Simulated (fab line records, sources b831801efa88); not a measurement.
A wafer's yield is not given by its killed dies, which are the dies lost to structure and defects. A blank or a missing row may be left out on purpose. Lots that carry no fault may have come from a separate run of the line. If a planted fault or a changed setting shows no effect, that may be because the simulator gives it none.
Struck lot and sound lot, side by side :: flow sky130 :: 22 steps out of a route of 708
Sound: these wafers, L228.3, L228.4, L228.5. Struck: wafer L235.1 (left out: L235.2, L235.6 of the same lot, which were not struck); the cause appears at the end.
At each step with rows: each side's tool, then ch and its chambers, then its first start. Under that, the readings that differ: sound wafers :: struck wafers :: difference of the means :: sigmas: that difference in standard deviations of wafers without a fault.
alike: a reading whose means differ by less than 2 such deviations, as well as words and numbers matching on both sides. not compared: withheld readings; readings where some wafer has no value; bounds like >300 that might hide an equal value; numbers whose values overlap and for which the record gives no deviation.
The two part at a step that has a row with sigmas, a row that says differs or no value, or rows on one side only. Numbers that don't overlap but have no deviation are shown without sigmas and don't part them. A reading that every wafer of one side lacks parts them only if that side has two wafers or more.

SKY_METAL4_ETCH_17: etches SiO2 in C4F8/O2/Ar, stops on TiN, time 3.9 s, target depth 15 nm.
  sound on rie_diel-01 ch 1,2,3, day 43 13:42; struck on rie_diel-03 ch 0, day 45 06:04
reading: oes_product_au (a.u.)
sound: 0.763 0.776 0.763
struck: 0.750
difference: -0.017
sigmas: -2
SKY_METAL4_METAL_ETCH_18: etches the open film in Cl2/BCl3, stops on SiO2, target depth 845 nm, time 183.1 s.
  sound on rie_metal-03 ch 0,1, day 43 13:47; struck on rie_metal-01 ch 1, day 45 06:05
reading: rf_hours_counter_h (h)
sound: - - -
struck: 19
difference: no value on the sound wafers
sigmas: 
  alike: drypump_motor_current_A, mfc_cl2_sccm, oes_product_au, throttle_valve_pct
SKY_METAL4_STRIP_19: strips in O2/N2.
  sound on plasma_asher-02 ch 0,1, day 43 13:56; struck on plasma_asher-03 ch 0, day 45 06:15
reading: oes_product_au (a.u.)
sound: 0.506 0.512 0.514
struck: 0.494
difference: -0.017
sigmas: -3

reading: rf_hours_counter_h (h)
sound: - - -
struck: 32
difference: no value on the sound wafers
sigmas: 
  alike: drypump_motor_current_A, strip_time_to_endpoint_s
then, 4 steps without rows for these wafers: SKY_METAL4_STRIP_20 (strips in post etch residue remover, time 1200 s); SKY_METAL4_CLEAN_21 (cleans in IPA, time 180 s); SKY_METAL4_CLEAN_22 (cleans in O3/DIW); SKY_VIA4_HDPCVD_00 (deposits SiO2, target thk 1750 nm, time 291.7 s).
SKY_VIA4_THK_MEAS_01:
  sound: film_metro-03 at day 43 14:49; struck: film_metro-02 at day 45 07:01
reading: VIA4_HDPCVD_THK (nm)
sound: 1753 1757 1746
struck: 1704
difference: -48
sigmas: -2
SKY_VIA4_CMP_02: polishes SiO2.
  sound on cmp-01 ch 0,1,2, day 43 14:51; struck on cmp-01 ch 2, day 45 07:11
reading: platen_rpm (rpm)
sound: 60.01 59.93 59.96
struck: 60.04
difference: +0.07
sigmas: +2
  alike: edge_zone_pressure_frac, motor_current_A
SKY_VIA4_BOW_MEAS_03:
  sound: film_metro-04 at day 43 15:11; struck: film_metro-04 at day 45 07:23
  alike: VIA4_BOW
then, 2 steps without rows for these wafers: SKY_VIA4_DEHYDRATE_04 (time 60 s); SKY_VIA4_HMDS_05 (prime time 60 s).
SKY_VIA4_COAT_06: resist thk 1140 nm.
  sound on litho_track-02 ch 0, day 44 02:55; struck on litho_track-01 ch 0, day 45 17:49
reading: model.NOVOLAK_of_VIA4_COAT_06.thk_nm (nm)
sound: 1141 1141 1136
struck: 933.4
difference: -205.9
sigmas: 
  alike: resist_line_temp_C
then, 4 steps without rows for these wafers: SKY_VIA4_SOFTBAKE_07 (time 60 s); SKY_VIA4_EXPOSE_08 (exposes mask VIM4, target cd 800 nm); SKY_VIA4_PEB_09; SKY_VIA4_DEVELOP_10 (develop time 60 s).
SKY_VIA4_OVL_MEAS_11:
  sound: overlay-02 at day 44 13:55; struck: overlay-02 at day 46 04:13
  alike: VIA4_OVL
SKY_VIA4_ETCH_12: etches SiO2 in C4F8/O2/Ar, stops on TiN, target depth 580 nm.
  sound on rie_diel-03 ch 0,2,3, day 44 13:56; struck on rie_diel-02 ch 2, day 46 04:16
reading: model.NOVOLAK_of_VIA4_COAT_06.thk_nm (nm)
sound: 1012 1009 1007
struck: 801
difference: -208
sigmas: 

reading: model.VIA4.cd_nm (nm)
sound: 800.1 802.1 800.6
struck: 815.9
difference: +15.0
sigmas: 
  alike: oes_product_au
SKY_VIA4_STRIP_13: strips in O2/N2.
  sound on plasma_asher-03 ch 0,1, day 44 14:02; struck on plasma_asher-03 ch 0, day 46 04:20
reading: oes_product_au (a.u.)
sound: 0.708 0.707 0.711
struck: 0.654
difference: -0.055
sigmas: -11

reading: rf_hours_counter_h (h)
sound: - - -
struck: 34
difference: no value on the sound wafers
sigmas: 

reading: strip_time_to_endpoint_s (s)
sound: 12.827 12.793 12.834
struck: 10.409
difference: -2.409
sigmas: -83
  alike: drypump_motor_current_A
then, 1 step without rows for these wafers: SKY_VIA4_STRIP_14 (strips in post etch residue remover, time 1200 s).
-- the record jumps here: 3 days lie between the struck wafers' starts before and after (it left off in module VIA4 and takes up again in module PAD_OPEN, whose first step shown is number 708 of the route) --
SKY_PAD_OPEN_PROBE_99:
  sound: prober-02 at day 47 10:35; struck: prober-02 at day 48 20:41
reading: killed_at_front_end
sound: 10 16 17
struck: 26
difference: +12
sigmas: +3

reading: killed_at_other
sound: 0 2 2
struck: 0
difference: -1
sigmas: -2
  alike: defect_limited_yield, killed_at_M0_to_M3, killed_at_M4_up, killed_at_contacts, killed_dies, killed_open, killed_short, sort_bin_3_pad_short, sort_bin_5_function, sort_bin_6_memory, sort_n_pass, sort_yield_pct
  not compared: model.etest.via4_chain.rc_ohm

WHERE THEY PART
Last at SKY_PAD_OPEN_PROBE_99 as far as this record goes, first at SKY_METAL4_ETCH_17.

WHY: what the simulator had put in
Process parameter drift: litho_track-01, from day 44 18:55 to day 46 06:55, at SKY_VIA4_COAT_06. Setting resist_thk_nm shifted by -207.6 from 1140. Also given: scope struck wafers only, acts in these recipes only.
